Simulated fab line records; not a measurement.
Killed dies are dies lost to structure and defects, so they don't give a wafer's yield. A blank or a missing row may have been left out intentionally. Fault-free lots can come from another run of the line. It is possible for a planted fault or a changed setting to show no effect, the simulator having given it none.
Check of tool commonality | flow sky130 | Sampled: 11 lots, 33 wafers

== THE REASON FOR OPENING IT ==
SKY_LDD_LDN_OVL_MEAS_07, reading LDD_LDN_OVL: flagged on 3 of 11 lots. Fault-free wafers read -0.5 nm, with a standard deviation of 1.2.
Rule: a lot is flagged in two cases, either no wafer of it has a number, or all its wafers with numbers fall more than 4 standard deviations from that mean. All remaining lots are regarded as sound.

lot  | measured     | on         | LDD_LDN_OVL (nm), wafer by wafer | flag
L414 | day 22 12:21 | overlay-01 | 0.0 1.0 1.0                      |
L416 | day 23 08:13 | overlay-01 | -2.3 -0.5 -1.6                   |
L418 | day 24 04:17 | overlay-01 | -0.4 -1.3 -0.5                   |
L419 | day 24 08:20 | overlay-02 | -2.3 -1.2 -1.0                   |
L421 | day 25 03:23 | overlay-01 | 0.3 0.6 1.3                      |
L428 | day 27 11:34 | overlay-01 | -53.9 -53.7 -53.5                | FLAGGED
L429 | day 28 04:33 | overlay-02 | -52.2 -53.1 -51.7                | FLAGGED
L430 | day 28 09:02 | overlay-02 | -0.3 -0.6 -0.8                   |
L431 | day 28 19:46 | overlay-01 | -52.7 -52.4 -53.9                | FLAGGED
L432 | day 29 03:04 | overlay-01 | -0.5 -1.3 -1.0                   |
L436 | day 30 10:50 | overlay-01 | -2.0 -2.4 -2.5                   |
On average the flagged lots' numbers are -53.0 nm, which is -52.5 nm against the usual, or -44 standard deviations.

== WHICH TOOL EACH LOT WENT THROUGH ==
The record holds 3 process steps before the reading, out of a route of 708 steps. Every cell lists first the tool, next ch and the chambers used by the sampled wafers, and last the start.
lot  | flag    | SKY_POLY_GATE_ETCH_15              | SKY_LDD_HVN_STRIP_09                 | SKY_LDD_LDN_EXPOSE_04
L414 |         | rie diel-02 ch 0,1, day 16 01:43   | plasma asher-02 ch 0,1, day 19 22:15 | iline stepper-01 ch 0, day 21 20:52
L416 |         | rie diel-04 ch 0,1,2, day 16 19:05 | plasma asher-01 ch 0,1, day 20 19:00 | iline stepper-02 ch 0, day 22 17:19
L418 |         | rie diel-01 ch 0,1,2, day 17 16:37 | plasma asher-01 ch 0,1, day 21 16:21 | iline stepper-01 ch 0, day 23 13:59
L419 |         | rie diel-01 ch 0,2,3, day 17 19:46 | plasma asher-04 ch 0,1, day 21 20:16 | iline stepper-02 ch 0, day 23 18:22
L421 |         | rie diel-04 ch 0,2,3, day 18 13:22 | plasma asher-02 ch 0,1, day 22 15:16 | iline stepper-02 ch 0, day 24 13:00
L428 | FLAGGED | rie diel-01 ch 2,3, day 21 05:34   | plasma asher-04 ch 0,1, day 25 02:46 | iline stepper-01 ch 0, day 26 21:13
L429 | FLAGGED | rie diel-04 ch 0,1, day 21 21:35   | plasma asher-01 ch 0,1, day 25 18:51 | iline stepper-01 ch 0, day 27 14:25
L430 |         | rie diel-02 ch 0,1,3, day 22 03:10 | plasma asher-01 ch 0,1, day 25 22:43 | iline stepper-02 ch 0, day 27 19:04
L431 | FLAGGED | rie diel-02 ch 0,2,3, day 22 12:19 | plasma asher-04 ch 0,1, day 26 10:22 | iline stepper-01 ch 0, day 28 05:43
L432 |         | rie diel-04 ch 0,2,3, day 22 22:07 | plasma asher-01 ch 0,1, day 26 17:30 | iline stepper-02 ch 0, day 28 12:44
L436 |         | rie diel-02 ch 0,3, day 24 04:58   | plasma asher-04 ch 0,1, day 28 02:45 | iline stepper-02 ch 0, day 29 20:43
What the steps here do:
- SKY_POLY_GATE_ETCH_15: etches BARC in N2/H2, stops on SiO2, time 118.5 s, target depth 110 nm.
- SKY_LDD_HVN_STRIP_09: strips in O2/N2.
- SKY_LDD_LDN_EXPOSE_04: exposes mask LDNTM, target cd 700 nm.
- SKY_LDD_LDN_OVL_MEAS_07

== FLAGGED AGAINST TOTAL, ONE TOOL AT A TIME (gauges that did the reading follow at the end) ==
step                    | tool             | lots run | flagged | share of the flagged lots | sound lots run after its first flagged lot
SKY_POLY_GATE_ETCH_15   | rie diel-01      | 3        | 1       | some                      | 0
SKY_POLY_GATE_ETCH_15   | rie diel-02      | 4        | 1       | some                      | 1 (L436)
SKY_POLY_GATE_ETCH_15   | rie diel-04      | 4        | 1       | some                      | 1 (L432)
SKY_LDD_HVN_STRIP_09    | plasma asher-01  | 5        | 1       | some                      | 2 (L430,L432)
SKY_LDD_HVN_STRIP_09    | plasma asher-02  | 2        | 0       | none                      | -
SKY_LDD_HVN_STRIP_09    | plasma asher-04  | 4        | 2       | some                      | 1 (L436)
SKY_LDD_LDN_EXPOSE_04   | iline stepper-01 | 5        | 3       | all                       | 0
SKY_LDD_LDN_EXPOSE_04   | iline stepper-02 | 6        | 0       | none                      | -
SKY_LDD_LDN_OVL_MEAS_07 | overlay-01       | 8        | 2       | some                      | 2 (L432,L436)
SKY_LDD_LDN_OVL_MEAS_07 | overlay-02       | 3        | 1       | some                      | 1 (L430)

== WHAT THE TABLE PERMITS ==
Rows of the table that ran each flagged lot: 1, that is iline stepper-01 at SKY_LDD_LDN_EXPOSE_04.
- iline stepper-01 at SKY_LDD_LDN_EXPOSE_04 ran 5 lots, 3 of them flagged. It ran its last sound lot, L418, at day 23 13:59 and its first flagged lot, L428, at day 26 21:13: a fault with its onset between the two fits.
One tool is left: iline stepper-01 at SKY_LDD_LDN_EXPOSE_04.

== WHAT THE SIMULATOR HAD PUT IN ==
Scanner matching overlay: iline stepper-01, from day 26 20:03 on, at SKY_LDD_LDN_EXPOSE_04. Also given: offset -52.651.
Lots struck among those shown: L428, L429, L431. This agrees with what the rule above found.
